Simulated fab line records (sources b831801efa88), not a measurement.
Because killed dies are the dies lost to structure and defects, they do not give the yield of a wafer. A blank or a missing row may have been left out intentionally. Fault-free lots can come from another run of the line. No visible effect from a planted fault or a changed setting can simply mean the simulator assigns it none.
Which tool was responsible? || flow sky130 || Sampling: 6 lots, 18 wafers, 4 of 708 route steps

WHAT THE GAUGES SHOWED, per wafer
SKY_LDD_LDN_TW_MEAS_13.
{"lot": "L661", "measured": "day 23 20:05", "on": "film_metro-04", "LDD_LDN_TW": "1472 1465 1471"}
{"lot": "L667", "measured": "day 26 04:08", "on": "film_metro-04", "LDD_LDN_TW": "1459 1462 1453"}
{"lot": "L671", "measured": "day 27 12:31", "on": "film_metro-04", "LDD_LDN_TW": "1565 1559 1557"}
{"lot": "L676", "measured": "day 28 23:18", "on": "film_metro-02", "LDD_LDN_TW": "1481 1483 1484"}
{"lot": "L678", "measured": "day 29 17:31", "on": "film_metro-01", "LDD_LDN_TW": "1479 1469 1471"}
{"lot": "L681", "measured": "day 30 13:05", "on": "film_metro-01", "LDD_LDN_TW": "1479 1474 1479"}

EACH LOT AND THE TOOL THAT RAN IT (in order: tool; ch and the chambers of the sampled wafers; start)
{"lot": "L661", "SKY_LDD_HVP_STRIP_09": "plasma_asher-03 ch 0,1, day 22 12:10", "SKY_LDD_LDN_IMPLANT_08": "implanter-01 ch 0, day 23 19:25", "SKY_LDD_LDN_STRIP_12": "plasma_asher-04 ch 0,1, day 23 20:00"}
{"lot": "L667", "SKY_LDD_HVP_STRIP_09": "plasma_asher-04 ch 0,1, day 24 21:44", "SKY_LDD_LDN_IMPLANT_08": "implanter-03 ch 0, day 26 03:26", "SKY_LDD_LDN_STRIP_12": "plasma_asher-04 ch 0, day 26 04:02"}
{"lot": "L671", "SKY_LDD_HVP_STRIP_09": "plasma_asher-03 ch 0,1, day 26 05:08", "SKY_LDD_LDN_IMPLANT_08": "implanter-03 ch 0, day 27 11:29", "SKY_LDD_LDN_STRIP_12": "plasma_asher-02 ch 0,1, day 27 12:25"}
{"lot": "L676", "SKY_LDD_HVP_STRIP_09": "plasma_asher-01 ch 0,1, day 27 17:47", "SKY_LDD_LDN_IMPLANT_08": "implanter-02 ch 0, day 28 22:37", "SKY_LDD_LDN_STRIP_12": "plasma_asher-02 ch 0,1, day 28 23:11"}
{"lot": "L678", "SKY_LDD_HVP_STRIP_09": "plasma_asher-01 ch 0,1, day 28 12:32", "SKY_LDD_LDN_IMPLANT_08": "implanter-01 ch 0, day 29 16:49", "SKY_LDD_LDN_STRIP_12": "plasma_asher-04 ch 0,1, day 29 17:25"}
{"lot": "L681", "SKY_LDD_HVP_STRIP_09": "plasma_asher-04 ch 0,1, day 29 08:11", "SKY_LDD_LDN_IMPLANT_08": "implanter-03 ch 0, day 30 12:23", "SKY_LDD_LDN_STRIP_12": "plasma_asher-02 ch 0,1, day 30 12:59"}
- SKY_LDD_HVP_STRIP_09: strips in O2/N2.
- SKY_LDD_LDN_IMPLANT_08
- SKY_LDD_LDN_STRIP_12: strips in O2/N2.

THE ANSWER, worked out from the rows above alone
Rule: usual is defined by the lots themselves. Put in order of their means at a reading, lots are off if they are a third of the lots or fewer, leave a main group of 4 or more, and stand apart from it by a gap of 3 or more times the standard deviation of the main group's means; of several such gaps the widest counts. If all means in a main group match to the digits the tables above print for the reading, that group is not used. A lot without any number at a reading at which 4 lots or more have one is off too. Any other lot the step has rows for is counted as sound.
Off: at SKY_LDD_LDN_TW_MEAS_13 (LDD_LDN_TW), L671. Main group: mean 1472, sd 8.3.
If a tool, at a process step before that reading, ran all the lots that are off and no sound lot after the first of them, it fits. Those tools and the gauges at SKY_LDD_LDN_TW_MEAS_13 are tried in the same way. Can't be told from this: 2 tools fit, plasma_asher-03 at SKY_LDD_HVP_STRIP_09, film_metro-04 at SKY_LDD_LDN_TW_MEAS_13.

WHAT THE SIMULATOR PUT IN
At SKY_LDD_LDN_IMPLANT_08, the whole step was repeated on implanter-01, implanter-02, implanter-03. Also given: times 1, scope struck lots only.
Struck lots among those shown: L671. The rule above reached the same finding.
